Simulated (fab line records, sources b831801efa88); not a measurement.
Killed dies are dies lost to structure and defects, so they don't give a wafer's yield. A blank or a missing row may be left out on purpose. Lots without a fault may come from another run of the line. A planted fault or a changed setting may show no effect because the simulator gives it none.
A struck lot beside a sound one | flow sky130 | 15 steps out of a route of 708
Sound: wafers L710.2, L710.4, L710.5. Struck: wafer L701.5. (L701.1, L701.2 of the same lot were not struck and are left out.) The cause comes at the end.
At each step with rows: each side's tool, then ch and its chambers, then its first start. Under that, the readings that differ: sound wafers | struck wafers | difference of the means | sigmas: that difference in standard deviations of wafers without a fault.
alike: readings whose means differ by less than 2 such deviations, and words and numbers that are the same on both sides. not compared: withheld readings, readings that some wafer has no value for, bounds like >300 that may hide the same value, and numbers for which the record gives no deviation and whose values overlap.
The two part at a step that has a row with sigmas, a row that says differs or no value, or rows on one side only. Numbers that don't overlap but have no deviation are shown without sigmas and don't part them. A reading that every wafer of one side lacks parts them only if that side has two wafers or more.

SKY_LI_CONTACT_SPUTTER_20: material TiN, target thk 20 nm, time 80 s.
  sound on pvd_sputter-02, day 37 00:30; struck on pvd_sputter-04, day 34 17:19
  alike: throttle_valve_pct
SKY_LI_CONTACT_CVD_21: deposits W, target thk 400 nm, time 120.56 s.
  sound on cvd_w-01 ch 1, day 37 00:34; struck on cvd_w-02 ch 1, day 34 17:23
  alike: chamber_pressure_Torr, heater_power_outer_w, heater_power_w
  not compared: since_wet_clean_h
SKY_LI_CONTACT_RS_MEAS_22: measures by four-point-probe.
  sound on film_metro-01, day 37 00:43; struck on film_metro-02, day 34 17:30
  reading                  | sound             | struck | difference | sigmas
  LI_CONTACT_W_RS (ohm/sq) | 0.298 0.297 0.295 | 0.280  | -0.017     | -5
SKY_LI_CONTACT_THK_MEAS_23: measures by xrf.
  sound on film_metro-01, day 37 00:49; struck on film_metro-02, day 34 17:37
  reading               | sound       | struck | difference | sigmas
  LI_CONTACT_W_THK (nm) | 396 398 400 | 417    | +19        | +4
SKY_LI_CONTACT_CMP_24: polishes, stops on PSG, t overpolish 20 s, target thk 0 nm.
  sound on cmp-01 ch 1,3, day 37 00:53; struck on cmp-02 ch 2, day 34 17:41
  alike: motor_current_A, overpolish_run_s, time_to_endpoint_s
SKY_LOCAL_INTERCONNECT_SPUTTER_00: material TiN, target thk 100 nm, time 83.3 s.
  sound on pvd_sputter-02, day 37 01:11; struck on pvd_sputter-02, day 34 17:59
  alike: throttle_valve_pct
SKY_LOCAL_INTERCONNECT_RS_MEAS_01: measures by four-point-probe.
  sound on film_metro-04, day 37 01:16; struck on film_metro-02, day 34 18:03
  alike: LOCAL_INTERCONNECT_TIN_RS
SKY_LOCAL_INTERCONNECT_THK_MEAS_02: measures by xrf.
  sound on film_metro-04, day 37 01:23; struck on film_metro-02, day 34 18:10
  alike: LOCAL_INTERCONNECT_TIN_THK
then, 4 steps without rows for these wafers: SKY_LOCAL_INTERCONNECT_DEHYDRATE_03 (time 60 s); SKY_LOCAL_INTERCONNECT_HMDS_04 (prime time 60 s); SKY_LOCAL_INTERCONNECT_COAT_05 (resist thk 60 nm); SKY_LOCAL_INTERCONNECT_COAT_06 (resist thk 450 nm).
SKY_LOCAL_INTERCONNECT_SOFTBAKE_07: time 90 s.
  sound on litho_track-04 ch 0, day 37 14:00; struck on litho_track-01 ch 0, day 35 07:00
  reading          | sound                | struck | difference | sigmas
  run_length_s (s) | 119.23 119.17 119.19 | 131.49 | +12.29     | +95
then, 1 step without rows for these wafers: SKY_LOCAL_INTERCONNECT_EXPOSE_08 (exposes mask LI1M, target cd 170 nm).
SKY_PAD_OPEN_PROBE_99:
  the record has rows for the sound wafers here (prober-01, day 51 19:36) and none for the struck ones

WHERE THEY PART
First at SKY_LI_CONTACT_RS_MEAS_22; last, within this record, at SKY_PAD_OPEN_PROBE_99.

WHY: what the simulator had put in
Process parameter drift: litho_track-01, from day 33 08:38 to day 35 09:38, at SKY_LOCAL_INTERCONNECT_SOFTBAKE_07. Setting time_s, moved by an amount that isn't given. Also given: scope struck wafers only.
